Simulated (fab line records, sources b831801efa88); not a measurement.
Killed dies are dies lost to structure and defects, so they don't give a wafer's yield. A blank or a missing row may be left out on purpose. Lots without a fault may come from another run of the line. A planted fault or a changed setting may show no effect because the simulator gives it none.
Problem report in the 8D (eight disciplines) form, filled by code | flow gf180mcu | the parts of the form that need people (team, actions taken, sign-off) are left out

1. THE PROBLEM
heater_power_total_W at GF_VT_IMPLANT_SOFTBAKE_03 reads a mean of 57.98 W on 6 wafers of 2 lots; wafers without a fault read 56.60 W with a standard deviation of 0.046. That is +30 standard deviations from the usual mean.
The step: time 60 s.
First seen on wafer L488.1, day 7 15:14, on litho_track-04. The record holds 42 wafers of 14 lots with a number at this step. Rule for "out", or "out of limits": more than 4 standard deviations from the usual mean. The other wafers with a number count as sound.

2. WHAT IT IS AND WHAT IT IS NOT
question                    | is                                 | is not
which readings at this step | heater_power_total_W, plate_temp_C | resist_line_temp_C
which lots                  | L488, L489                         | L479, L481, L482, L484, L485, L487, L490, L497, L498, L499, L501, L502
which wafers of those lots  | all that have a number             | -
read on which tools         | litho_track-04                     | litho_track-01, litho_track-02
when                        | from day 7 15:14                   | up to then (18 sound wafers); but 18 sound wafers of L490, L497, L498, L499, L501, L502 came after

3. SUSPECTS, AND WHAT RULES EACH OUT
Counting: a tool at a process step up to the reading stays a suspect if it ran every lot that is out and no sound lot after the first of them.
- litho_track-04 at GF_VT_IMPLANT_SOFTBAKE_03 (time 60 s): ruled out as a lasting fault. Sound lots L501 ran on it after its first lot that is out, L488 (day 7 15:14).
Left after counting: nothing in the record.

4. THE CAUSE (what the simulator had put in)
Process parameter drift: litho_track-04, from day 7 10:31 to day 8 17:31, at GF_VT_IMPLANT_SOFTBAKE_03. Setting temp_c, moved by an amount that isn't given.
Counting ruled it out, wrongly.

5. THE CHAIN OF EFFECTS, in route order
Each row: a reading whose mean over the struck wafers that have a number lies more than 3 standard deviations from the usual. Only readings for which the record gives a usual standard deviation are gone through. hours: the time from each lot's start at the first step in this table that gives one to its start at this step, as a median over the lots. sigmas: the change in usual standard deviations.
hours | step                      | reading              | usual   | on struck wafers | change | sigmas
0     | GF_VT_IMPLANT_SOFTBAKE_03 | heater_power_total_W | 56.60 W | 57.98            | +1.38  | +30
0     | GF_VT_IMPLANT_SOFTBAKE_03 | plate_temp_C         | 90.02 C | 91.54            | +1.52  | +12
The process steps in it:
- GF_VT_IMPLANT_SOFTBAKE_03: time 60 s.
Later measuring or inspecting steps at which every struck wafer that the step has a row for has a number for every such reading, and none has moved that far: GF_PSD_TW_MEAS_11, GF_SALICIDE_THK_MEAS_05.

6. WHAT WOULD HAVE CAUGHT IT SOONER
In this record the first reading out of limits was taken at day 7 15:14, 5 hours after the fault began at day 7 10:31.
